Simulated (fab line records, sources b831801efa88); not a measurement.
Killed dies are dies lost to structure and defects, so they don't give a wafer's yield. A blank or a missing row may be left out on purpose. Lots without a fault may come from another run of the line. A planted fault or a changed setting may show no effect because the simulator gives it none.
fab line records | flow gf180mcu
record lots=6 wafers=18 last_day=34
route steps=602 shown V2@400 M3@409
lots that met no fault: from a run of the same line without faults
start_h: hours from the record's first day to the start of the lot's first wafer shown | wait_h: hours since the lot's step before | " the same as in the row above | L1.1+2: a row that stands for several wafers | - no value, or no start given | * or withheld: withheld | < > ~ a bound
route shown NAME@n: a module of which the file shows steps, and the number in the route of the first | usual: mean/standard deviation of fault-free wafers | same: alike in all rows | chamber/n: place in a boat | sites: the reading at each site | _std_site: their standard deviation | _edge_site: outer sites' mean less inner sites' | radius_mm: how far each site lies from the wafer's centre | mask NAME#n: copy n | behind: the tool/chamber that last shaped the wafer | hold: why the lot was held/for how many hours/how that ended | device: the transistor (n, p or np) that didn't switch | end of line: the same wafers' tests at the end of the route | a step without rows: its recipe alone | killed: dies lost to structure and defects at the first sort, not the wafer's yield | map: a wafer's dies, x killed, . not, _ none there
set.NAME: the setting as run; set.NAME@STEP: as run at that earlier step | model.NAME: the simulator's own value behind a step, which no gauge read
lots at some steps of the route; a table a step, a row a wafer
services: from which hour (start_h, from the record's first day; less than 0 if before it) a tool's chamber was out of use, for how many hours, and why
## steps
# step GF_V2_STRIP_18
# recipe chemistry=O2/N2 power_w=1400 pressure_mtorr=1500 platen_temp_c=250 o2_flow_sccm=3000 n2_flow_sccm=300 overash_fraction=0.5
# usual chamber_pressure_mTorr=1499.9/1.4 drypump_motor_current_A=5.6/0.62 heater_power_w=325/38 oes_product_au=0.592/0.0046
# columns lot.wafer tool chamber start_h wait_h chamber_pressure_mTorr drypump_motor_current_A heater_power_w oes_product_au rf_hours_counter_h
L605.1 plasma_asher-04 1 483.05 - 1500.9 6.0 373 0.589 69
L605.3 " 0 " " 1497.9 5.9 286 0.597 -
L605.6 " 0 " " 1498.6 5.9 283 0.595 -
L606.1 plasma_asher-04 1 496.45 - 1501.3 6.1 373 0.590 70
L606.2 " 0 " " 1500.1 5.9 287 0.583 70
L606.4 " 1 " " 1499.1 6.0 385 0.595 -
L614.2 plasma_asher-03 1 570.97 - 1498.1 5.8 326 0.599 97
L614.5 " 1 " " 1502.0 5.8 329 0.605 -
L614.6 " 0 " " 1500.1 4.8 332 0.584 -
L615.1 plasma_asher-02 0 573.75 - 1500.4 6.3 352 0.588 15
L615.2 " 1 " " 1499.4 4.7 263 0.589 15
L615.3 " 1 " " 1498.9 4.7 266 0.589 -
L617.4 plasma_asher-02 1 587.55 - 1503.2 4.7 269 0.592 -
L617.5 " 0 " " 1500.8 6.4 360 0.597 -
L617.6 " 1 " " 1501.2 4.7 273 0.597 -
L624.2 plasma_asher-04 1 636.42 - 1499.3 6.0 370 0.594 86
L624.4 " 0 " " 1501.9 5.9 287 0.588 -
L624.5 " 0 " " 1500.2 5.9 290 0.594 -
# step GF_V2_STRIP_19
# recipe chemistry=post_etch_residue_remover time_s=1200 temp_c=72.5
# step GF_V2_CLEAN_20
# recipe chemistry=DIW dry=n2_spin
# step GF_V2_SPUTTER_21
# recipe material=Ti target_thk_nm=15 chamber_pressure_pa=5 power_w=2500 substrate_temp_c=200 time_s=80.02
# step GF_V2_SPUTTER_22
# recipe material=TiN target_thk_nm=10 chamber_pressure_pa=5 power_w=4000 time_s=40
# usual cathode_dc_power_W=4000.0/0.73 chamber_pressure_pa=5.000/0.01 throttle_valve_pct=30.4/1.2
# columns lot.wafer tool chamber start_h wait_h cathode_dc_power_W chamber_pressure_pa throttle_valve_pct
L605.1 pvd_sputter-01 - 484.00 0.0 4000.6 5.016 30.4
L605.3 " - " " 4000.1 5.002 30.4
L605.6 " - " " 4000.3 5.005 30.4
L606.1 pvd_sputter-01 - 497.39 0.0 3999.3 4.980 30.7
L606.2 " - " " 3999.9 5.009 30.3
L606.4 " - " " 3999.9 5.009 30.3
L614.2 pvd_sputter-02 - 571.57 0.0 4000.2 5.001 29.9
L614.5 " - " " 4000.7 5.001 29.6
L614.6 " - " " 4000.4 5.006 29.8
L615.1 pvd_sputter-02 - 574.37 0.0 4000.0 5.005 29.7
L615.2 " - " " 3999.0 5.002 29.8
L615.3 " - " " 4000.3 4.994 29.5
L617.4 pvd_sputter-02 - 588.11 0.0 3999.1 5.007 29.9
L617.5 " - " " 4000.4 4.996 30.2
L617.6 " - " " 3999.9 5.003 32.5
L624.2 pvd_sputter-01 - 637.01 0.0 3999.4 5.015 30.5
L624.4 " - " " 4000.2 4.992 30.4
L624.5 " - " " 3999.8 5.002 30.7
# step GF_V2_CVD_23
# recipe material=W target_thk_nm=350 time_s=104.94 temp_c=400 pressure_torr=40
# step GF_V2_RS_MEAS_24
# recipe thk_meas_gauge=four-point-probe reads=W_of_V2_CVD_23+TiN_of_V2_SPUTTER_22+Ti_of_V2_SPUTTER_21
# usual V2_W_RS=0.3288/0.0028
# columns lot.wafer tool chamber start_h wait_h V2_W_RS[ohm/sq]
L605.1 film_metro-03 - 484.15 0.1 0.3340
L605.3 " - " " 0.3292
L605.6 " - " " 0.3317
L606.1 film_metro-03 - 497.54 0.1 0.3285
L606.2 " - " " 0.3324
L606.4 " - " " 0.3244
L614.2 film_metro-03 - 571.74 0.1 0.3300
L614.5 " - " " 0.3256
L614.6 " - " " 0.3311
L615.1 film_metro-03 - 574.52 0.1 0.3319
L615.2 " - " " 0.3311
L615.3 " - " " 0.3303
L617.4 film_metro-04 - 588.32 0.1 0.3265
L617.5 " - " " 0.3280
L617.6 " - " " 0.3234
L624.2 film_metro-03 - 637.29 0.2 0.3333
L624.4 " - " " 0.3283
L624.5 " - " " 0.3298
# step GF_V2_THK_MEAS_25
# recipe thk_meas_gauge=xrf reads=W_of_V2_CVD_23
# usual V2_W_THK=351/4.7
# columns lot.wafer tool chamber start_h wait_h V2_W_THK[nm]
L605.1 film_metro-03 - 484.27 0.1 341
L605.3 " - " " 347
L605.6 " - " " 348
L606.1 film_metro-03 - 497.66 0.1 350
L606.2 " - " " 345
L606.4 " - " " 353
L614.2 film_metro-03 - 571.85 0.1 351
L614.5 " - " " 354
L614.6 " - " " 353
L615.1 film_metro-03 - 574.64 0.1 348
L615.2 " - " " 351
L615.3 " - " " 352
L617.4 film_metro-04 - 588.41 0.1 347
L617.5 " - " " 347
L617.6 " - " " 354
L624.2 film_metro-03 - 637.40 0.1 347
L624.4 " - " " 350
L624.5 " - " " 348
# step GF_V2_CMP_26
# recipe stop_on=SiO2 down_force_psi=3.5 platen_rpm=60 t_overpolish_s=15 target_thk_nm=0 pad_velocity_m_s=0.94248
# step GF_M3_SPUTTER_00
# recipe material=Ti target_thk_nm=37.5 arriving_ion_energy_ev=80 substrate_temp_c=200 chamber_pressure_pa=2 power_w=4000 time_s=150
# usual cathode_dc_power_W=4000.1/0.76 chamber_pressure_pa=1.999/0.0038 throttle_valve_pct=30.2/1.1
# columns lot.wafer tool chamber start_h wait_h cathode_dc_power_W chamber_pressure_pa throttle_valve_pct
L605.1 pvd_sputter-03 - 484.63 0.1 3999.9 2.005 29.6
L605.3 " - " " 3999.4 2.002 30.1
L605.6 " - " " 4000.0 1.993 29.5
L606.1 pvd_sputter-03 - 498.18 0.1 3999.2 1.997 31.1
L606.2 " - " " 4001.8 2.003 29.3
L606.4 " - " " 4000.6 1.997 29.7
L614.2 pvd_sputter-03 - 572.20 0.2 3998.6 1.990 29.6
L614.5 " - " " 4000.9 2.000 29.8
L614.6 " - " " 4000.4 2.005 30.9
L615.1 pvd_sputter-01 - 575.00 0.1 3999.5 2.007 30.1
L615.2 " - " " 3998.9 2.004 30.3
L615.3 " - " " 4001.4 1.996 30.7
L617.4 pvd_sputter-01 - 588.74 0.1 4001.2 1.998 30.4
L617.5 " - " " 4000.9 2.001 30.4
L617.6 " - " " 3999.5 2.003 30.5
L624.2 pvd_sputter-04 - 637.75 0.2 3998.7 2.002 31.9
L624.4 " - " " 4000.3 2.001 29.9
L624.5 " - " " 3999.8 2.003 27.9
# step GF_M3_SPUTTER_01
# recipe material=TiN target_thk_nm=30 power_w=6500 time_s=25 chamber_pressure_pa=0.4
# usual cathode_dc_power_W=6500.0/1.1 chamber_pressure_pa=0.4000/0.00085 throttle_valve_pct=30.2/1.1
# columns lot.wafer tool chamber start_h wait_h cathode_dc_power_W chamber_pressure_pa throttle_valve_pct
L605.1 pvd_sputter-03 - 484.73 0.1 6499.2 0.4000 29.6
L605.3 " - " " 6499.2 0.3983 30.3
L605.6 " - " " 6502.2 0.4007 29.6
L606.1 pvd_sputter-03 - 498.28 0.1 6498.9 0.4006 30.8
L606.2 " - " " 6499.1 0.3998 29.6
L606.4 " - " " 6501.1 0.4011 29.9
L614.2 pvd_sputter-03 - 572.30 0.1 6499.4 0.4001 29.6
L614.5 " - " " 6501.0 0.3998 29.7
L614.6 " - " " 6499.9 0.3998 30.9
L615.1 pvd_sputter-01 - 575.10 0.1 6501.6 0.4003 30.1
L615.2 " - " " 6499.8 0.3988 30.3
L615.3 " - " " 6498.3 0.4017 30.9
L617.4 pvd_sputter-01 - 588.84 0.1 6498.8 0.3987 30.4
L617.5 " - " " 6500.1 0.3994 30.8
L617.6 " - " " 6499.9 0.3992 30.4
L624.2 pvd_sputter-04 - 637.85 0.1 6500.9 0.4008 32.2
L624.4 " - " " 6500.7 0.3992 29.3
L624.5 " - " " 6502.4 0.3992 27.6
# step GF_M3_SPUTTER_02
# recipe material=AlCu target_thk_nm=450 power_w=10600 time_s=23.9 chamber_pressure_pa=0.4
# step GF_M3_SPUTTER_03
# recipe material=Ti target_thk_nm=10 substrate_temp_c=300 chamber_pressure_pa=0.3 power_w=3000 time_s=6.7
# usual cathode_dc_power_W=2999.9/0.57 chamber_pressure_pa=0.3001/0.00051 throttle_valve_pct=30.2/1.1
# columns lot.wafer tool chamber start_h wait_h cathode_dc_power_W chamber_pressure_pa throttle_valve_pct
L605.1 pvd_sputter-03 - 484.79 0.0 2998.7 0.3007 29.5
L605.3 " - " " 3000.2 0.2991 30.0
L605.6 " - " " 3000.5 0.3005 29.7
L606.1 pvd_sputter-03 - 498.34 0.0 2999.9 0.2997 30.7
L606.2 " - " " 2999.6 0.3010 29.7
L606.4 " - " " 3000.1 0.2994 29.5
L614.2 pvd_sputter-03 - 572.36 0.0 - - -
L614.5 " - " " - - -
L614.6 " - " " - - -
L615.1 pvd_sputter-01 - 575.16 0.0 - - -
L615.2 " - " " - - -
L615.3 " - " " - - -
L617.4 pvd_sputter-01 - 588.90 0.0 3000.3 0.2997 30.5
L617.5 " - " " 2999.3 0.3002 30.7
L617.6 " - " " 3000.2 0.3001 30.5
L624.2 pvd_sputter-04 - 637.91 0.0 3001.3 0.2999 32.0
L624.4 " - " " 3000.2 0.2997 29.3
L624.5 " - " " 3001.0 0.3005 27.7
# step GF_M3_SPUTTER_04
# recipe material=TiN target_thk_nm=50 power_w=6500 time_s=41.7 chamber_pressure_pa=0.4
# usual cathode_dc_power_W=6500.0/1.2 chamber_pressure_pa=0.4000/0.00074 throttle_valve_pct=30.2/1
# columns lot.wafer tool chamber start_h wait_h cathode_dc_power_W chamber_pressure_pa throttle_valve_pct
L605.1 pvd_sputter-03 - 484.81 0.0 6499.4 0.3998 29.5
L605.3 " - " " 6499.2 0.3996 30.2
L605.6 " - " " 6502.0 0.4002 29.6
L606.1 pvd_sputter-03 - 498.36 0.0 6500.0 0.4002 30.8
L606.2 " - " " 6499.3 0.3992 29.8
L606.4 " - " " 6500.3 0.3992 29.7
L614.2 pvd_sputter-03 - 572.38 0.0 6500.9 0.3993 29.5
L614.5 " - " " 6500.3 0.4009 29.7
L614.6 " - " " 6499.4 0.3990 30.9
L615.1 pvd_sputter-01 - 575.18 0.0 6499.9 0.3999 30.1
L615.2 " - " " 6499.4 0.4005 29.9
L615.3 " - " " 6501.1 0.3989 30.9
L617.4 pvd_sputter-01 - 588.92 0.0 6500.9 0.4011 30.5
L617.5 " - " " 6500.2 0.4003 30.9
L617.6 " - " " 6500.8 0.4009 30.3
L624.2 pvd_sputter-04 - 637.93 0.0 6498.6 0.4005 31.9
L624.4 " - " " 6498.8 0.3993 29.5
L624.5 " - " " 6498.7 0.3996 27.9
## services
# columns tool chamber start_h hours kind
plasma_asher-03 - 461.27 3.1 repair
plasma_asher-03 - 490.37 1.7 repair
pvd_sputter-03 - 494.54 2.9 repair
plasma_asher-03 - 505.22 4.9 repair
plasma_asher-03 - 507.62 1.7 repair
pvd_sputter-03 - 534.30 2.5 repair
pvd_sputter-02 - 538.52 7.9 repair
pvd_sputter-01 - 547.60 4.8 repair
plasma_asher-04 - 579.89 2.6 repair
pvd_sputter-02 - 607.56 3.6 repair
plasma_asher-03 - 608.35 2.8 pm
plasma_asher-02 - 619.74 15.6 pm
## key
first_sign step=GF_M3_SPUTTER_03 reading=tool_record direction=missing
effect none on later readings
met_at GF_M3_SPUTTER_03
struck_wafers L614.2,L614.5,L614.6,L615.1,L615.2,L615.3
later_rows_left_out L614.2,L614.5,L614.6,L615.1,L615.2,L615.3
sort_left_out L614.2,L614.5,L614.6,L615.1,L615.2,L615.3
onset_between 498.34 572.36
fault kind=skipped_step_whole tool=pvd_sputter-01,pvd_sputter-03 chamber=- onset_h=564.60 steps=GF_M3_SPUTTER_03 scope=struck_lots_only
# sort_left_out: the simulated sort isn't trusted on such a fault, so these wafers' sort isn't shown, and their yield isn't known
# later_rows_left_out: the simulator's readings of these wafers behind a module that went badly wrong aren't trusted and aren't shown, but for the sort
